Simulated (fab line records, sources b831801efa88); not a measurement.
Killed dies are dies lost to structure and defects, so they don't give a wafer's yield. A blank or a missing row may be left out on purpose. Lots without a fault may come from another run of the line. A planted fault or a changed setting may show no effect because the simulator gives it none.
Which tool did it? | flow gf180mcu | 11 lots, 33 wafers sampled, at 6 steps of a route of 602

WHAT THE GAUGES READ, wafer by wafer
GF_V3_THK_MEAS_01. Usual: V3_CVD_00_THK 604 nm, standard deviation 7.1.
lot  | measured     | on            | V3_CVD_00_THK (nm) | flag
L335 | day 21 18:56 | film_metro-03 | 605 599 609        |
L337 | day 22 14:50 | film_metro-03 | 589 596 591        |
L338 | day 22 21:26 | film_metro-03 | 603 591 603        |
L339 | day 23 08:00 | film_metro-04 | 603 607 606        |
L340 | day 23 13:13 | film_metro-02 | 615 599 606        |
L341 | day 23 23:38 | film_metro-04 | 611 597 599        |
L342 | day 24 08:22 | film_metro-04 | 597 605 601        |
L347 | day 26 03:19 | film_metro-02 | 603 598 598        |
L349 | day 26 16:40 | film_metro-02 | 609 605 604        |
L351 | day 27 05:59 | film_metro-03 | 599 604 602        |
L352 | day 27 12:54 | film_metro-03 | 606 602 600        |

GF_V3_RS_MEAS_24: measures by four-point-probe. Usual: V3_W_RS 0.325 ohm/sq, standard deviation 0.0035.
lot  | measured     | on            | V3_W_RS (ohm/sq)  | flag
L335 | day 22 20:27 | film_metro-04 | 0.324 0.325 0.325 |
L337 | day 23 15:12 | film_metro-02 | 0.322 0.326 0.330 |
L338 | day 23 21:56 | film_metro-02 | 0.319 0.320 0.323 |
L339 | day 24 08:08 | film_metro-02 | 0.328 0.327 0.323 |
L340 | day 24 13:19 | film_metro-04 | 0.324 0.325 0.324 |
L341 | day 24 23:49 | film_metro-02 | 0.328 0.328 0.325 |
L342 | day 25 08:04 | film_metro-04 | 0.322 0.324 0.326 |
L347 | day 27 01:39 | film_metro-04 | 0.331 0.381 0.382 | OFF
L349 | day 27 14:32 | film_metro-03 | 0.382 0.328 0.327 | OFF
L351 | day 28 03:25 | film_metro-02 | 0.325 0.327 0.326 |
L352 | day 28 10:24 | film_metro-04 | 0.328 0.326 0.330 |

GF_V3_THK_MEAS_25: measures by xrf. Usual: V3_W_THK 343 nm, standard deviation 6.2.
lot  | measured     | on            | V3_W_THK (nm) | flag
L335 | day 22 20:34 | film_metro-04 | 338 336 337   |
L337 | day 23 15:18 | film_metro-02 | 353 346 342   |
L338 | day 23 22:03 | film_metro-02 | 352 351 349   |
L339 | day 24 08:16 | film_metro-02 | 343 345 347   |
L340 | day 24 13:26 | film_metro-04 | 342 339 338   |
L341 | day 24 23:55 | film_metro-02 | 343 341 346   |
L342 | day 25 08:10 | film_metro-04 | 342 340 337   |
L347 | day 27 01:45 | film_metro-04 | 331 290 290   | OFF
L349 | day 27 14:40 | film_metro-03 | 294 337 341   | OFF
L351 | day 28 03:31 | film_metro-02 | 345 343 342   |
L352 | day 28 10:31 | film_metro-04 | 337 338 335   |

WHICH TOOL RAN EACH LOT (tool, then ch and the chambers of the sampled wafers, then the start)
lot  | GF_M3_SPUTTER_02             | GF_V3_SPUTTER_22             | GF_V3_CVD_23
L335 | pvd_sputter-03, day 20 17:27 | pvd_sputter-04, day 22 20:18 | cvd_w-02 ch 0,1, day 22 20:20
L337 | pvd_sputter-01, day 21 13:52 | pvd_sputter-01, day 23 15:01 | cvd_w-01 ch 0,1, day 23 15:05
L338 | pvd_sputter-03, day 21 20:31 | pvd_sputter-04, day 23 21:46 | cvd_w-01 ch 0,1, day 23 21:49
L339 | pvd_sputter-03, day 22 07:25 | pvd_sputter-04, day 24 07:59 | cvd_w-02 ch 0, day 24 08:02
L340 | pvd_sputter-04, day 22 13:23 | pvd_sputter-01, day 24 13:10 | cvd_w-01 ch 0, day 24 13:12
L341 | pvd_sputter-04, day 22 23:52 | pvd_sputter-02, day 24 23:37 | cvd_w-01 ch 0,1, day 24 23:41
L342 | pvd_sputter-01, day 23 08:58 | pvd_sputter-04, day 25 07:53 | cvd_w-01 ch 0,1, day 25 07:55
L347 | pvd_sputter-01, day 25 04:33 | pvd_sputter-01, day 27 01:28 | cvd_w-02 ch 0,1, day 27 01:32
L349 | pvd_sputter-03, day 25 18:12 | pvd_sputter-04, day 27 14:23 | cvd_w-02 ch 0,1, day 27 14:26
L351 | pvd_sputter-01, day 26 08:20 | pvd_sputter-01, day 28 03:13 | cvd_w-01 ch 0,1, day 28 03:18
L352 | pvd_sputter-03, day 26 16:02 | pvd_sputter-02, day 28 10:15 | cvd_w-01 ch 0,1, day 28 10:17
- GF_M3_SPUTTER_02: material AlCu, target thk 450 nm, time 23.9 s.
- GF_V3_SPUTTER_22: material TiN, target thk 10 nm, time 40 s.
- GF_V3_CVD_23: deposits W, target thk 350 nm, time 104.9 s.

WHAT THE TOOLS THEMSELVES READ (means of the sampled wafers that have a number; where no wafer has one, the mark that the record gives instead)
GF_M3_SPUTTER_02. Usual: throttle_valve_pct 30.1 %, standard deviation 0.82.
lot  | tool           | throttle_valve_pct (%) | flag
L335 | pvd_sputter-03 | 28.8                   |
L337 | pvd_sputter-01 | 30.4                   |
L338 | pvd_sputter-03 | 30.3                   |
L339 | pvd_sputter-03 | 29.8                   |
L340 | pvd_sputter-04 | 30.1                   |
L341 | pvd_sputter-04 | 30.2                   |
L342 | pvd_sputter-01 | 30.6                   |
L347 | pvd_sputter-01 | 30.2                   |
L349 | pvd_sputter-03 | 29.8                   |
L351 | pvd_sputter-01 | 30.2                   |
L352 | pvd_sputter-03 | 30.1                   |

GF_V3_SPUTTER_22. Usual: throttle_valve_pct 30.4 %, standard deviation 0.8.
lot  | tool           | throttle_valve_pct (%) | flag
L335 | pvd_sputter-04 | 30.7                   |
L337 | pvd_sputter-01 | 30.2                   |
L338 | pvd_sputter-04 | 30.4                   |
L339 | pvd_sputter-04 | 30.9                   |
L340 | pvd_sputter-01 | 30.9                   |
L341 | pvd_sputter-02 | 30.0                   |
L342 | pvd_sputter-04 | 30.9                   |
L347 | pvd_sputter-01 | 30.3                   |
L349 | pvd_sputter-04 | 30.3                   |
L351 | pvd_sputter-01 | 30.8                   |
L352 | pvd_sputter-02 | 30.3                   |

GF_V3_CVD_23. Usual: chamber_pressure_Torr 40.00 Torr, standard deviation 0.09; heater_power_w 887 W, standard deviation 57.
lot  | tool     | chamber_pressure_Torr (Torr) | heater_power_w (W) | flag
L335 | cvd_w-02 | 40.06                        | 828                |
L337 | cvd_w-01 | 40.00                        | 923                |
L338 | cvd_w-01 | 40.00                        | 926                |
L339 | cvd_w-02 | 40.01                        | 802                |
L340 | cvd_w-01 | 40.07                        | 933                |
L341 | cvd_w-01 | 39.91                        | 952                |
L342 | cvd_w-01 | 40.05                        | 928                |
L347 | cvd_w-02 | 40.08                        | 837                |
L349 | cvd_w-02 | 40.07                        | 819                |
L351 | cvd_w-01 | 40.02                        | 935                |
L352 | cvd_w-01 | 39.89                        | 925                |

THE ANSWER, worked out from the rows above alone
Rule: a lot is off if the mean of its wafers that have a number lies more than 3 standard deviations from the usual mean. A lot without any number at a reading at which 4 lots or more have one is off too. The other lots that the step has rows for count as sound. The gauges are gone through in route order, then the tools' own readings, and for those a lot's mean is taken as printed above. The first step at which some lot is off is used, and at that step the reading that is off furthest; a lot without a number counts as furthest.
Off: L347, L349, at GF_V3_RS_MEAS_24 (V3_W_RS).
A tool fits if, at a process step before that reading, it ran every lot that is off, and no sound lot after the first of them. The gauges at GF_V3_RS_MEAS_24 are tried like those tools. One fits: cvd_w-02 at GF_V3_CVD_23. Its last sound lot is L339 (day 24 08:02), its first lot that is off L347 (day 27 01:32): a fault that began between those two fits.

WHAT THE SIMULATOR HAD PUT IN
Process parameter drift: cvd_w-02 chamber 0, from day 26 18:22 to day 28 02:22, at GF_V3_CVD_23. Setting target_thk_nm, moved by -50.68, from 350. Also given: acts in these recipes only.
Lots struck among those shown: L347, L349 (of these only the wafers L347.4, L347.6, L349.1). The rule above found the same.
